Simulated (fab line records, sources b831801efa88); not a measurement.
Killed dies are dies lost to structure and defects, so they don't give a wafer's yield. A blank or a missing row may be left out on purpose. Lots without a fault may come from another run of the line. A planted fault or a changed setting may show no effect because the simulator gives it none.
Which tool did it? | flow gf180mcu | 7 lots, 21 wafers sampled, at 4 steps of a route of 602

WHAT THE GAUGES READ, wafer by wafer
GF_PASSIVATION_THK_MEAS_03.
lot  | measured     | on            | PASSIVATION_CVD_02_THK (nm)
L977 | day 28 18:25 | film_metro-04 | 686 697 701
L979 | day 29 05:28 | film_metro-03 | 696 699 707
L982 | day 30 08:10 | film_metro-03 | 688 683 698
L984 | day 31 00:43 | film_metro-04 | 698 708 705
L988 | day 31 23:49 | film_metro-03 | 689 711 710
L990 | day 32 15:34 | film_metro-04 | 689 695 692
L992 | day 32 17:35 | film_metro-03 | 691 704 712

WHICH TOOL RAN EACH LOT (tool, then ch and the chambers of the sampled wafers, then the start)
lot  | GF_VT_IMPLANT_STRIP_20               | GF_V5_CVD_23                  | GF_TOP_METAL_SPUTTER_01
L977 | plasma_asher-03 ch 0, day 6 23:12    | cvd_w-02 ch 0,1, day 27 20:52 | pvd_sputter-01, day 27 21:34
L979 | plasma_asher-03 ch 0,1, day 7 05:29  | cvd_w-01 ch 0, day 28 08:27   | pvd_sputter-02, day 28 09:08
L982 | plasma_asher-03 ch 0,1, day 8 03:00  | cvd_w-02 ch 0, day 29 12:27   | pvd_sputter-04, day 29 13:08
L984 | plasma_asher-03 ch 0,1, day 8 13:23  | cvd_w-01 ch 0,1, day 30 04:31 | pvd_sputter-04, day 30 05:10
L988 | plasma_asher-03 ch 0,1, day 9 15:44  | cvd_w-01 ch 0,1, day 31 04:53 | pvd_sputter-01, day 31 05:34
L990 | plasma_asher-03 ch 0,1, day 10 03:28 | cvd_w-01 ch 0,1, day 31 19:58 | pvd_sputter-01, day 31 20:44
L992 | plasma_asher-03 ch 0,1, day 10 15:29 | cvd_w-02 ch 0,1, day 31 23:01 | pvd_sputter-01, day 31 23:40
- GF_VT_IMPLANT_STRIP_20: strips in O2/N2.
- GF_V5_CVD_23: deposits W, target thk 350 nm, time 104.9 s.
- GF_TOP_METAL_SPUTTER_01: material TiN, target thk 30 nm, time 25 s.

THE ANSWER, worked out from the rows above alone
Rule: what is usual is taken from the lots themselves. Put in order of their means at a reading, lots are off if they are a third of the lots or fewer, leave a main group of 4 or more, and stand apart from it by a gap of 3 or more times the standard deviation of the main group's means; of several such gaps the widest counts. A main group whose means are all the same, to the digits that the tables above print for the reading, isn't used. A lot without any number at a reading at which 4 lots or more have one is off too. The other lots that the step has rows for count as sound.
No lot is off at any reading shown: from this, nothing can be told.

WHAT THE SIMULATOR HAD PUT IN
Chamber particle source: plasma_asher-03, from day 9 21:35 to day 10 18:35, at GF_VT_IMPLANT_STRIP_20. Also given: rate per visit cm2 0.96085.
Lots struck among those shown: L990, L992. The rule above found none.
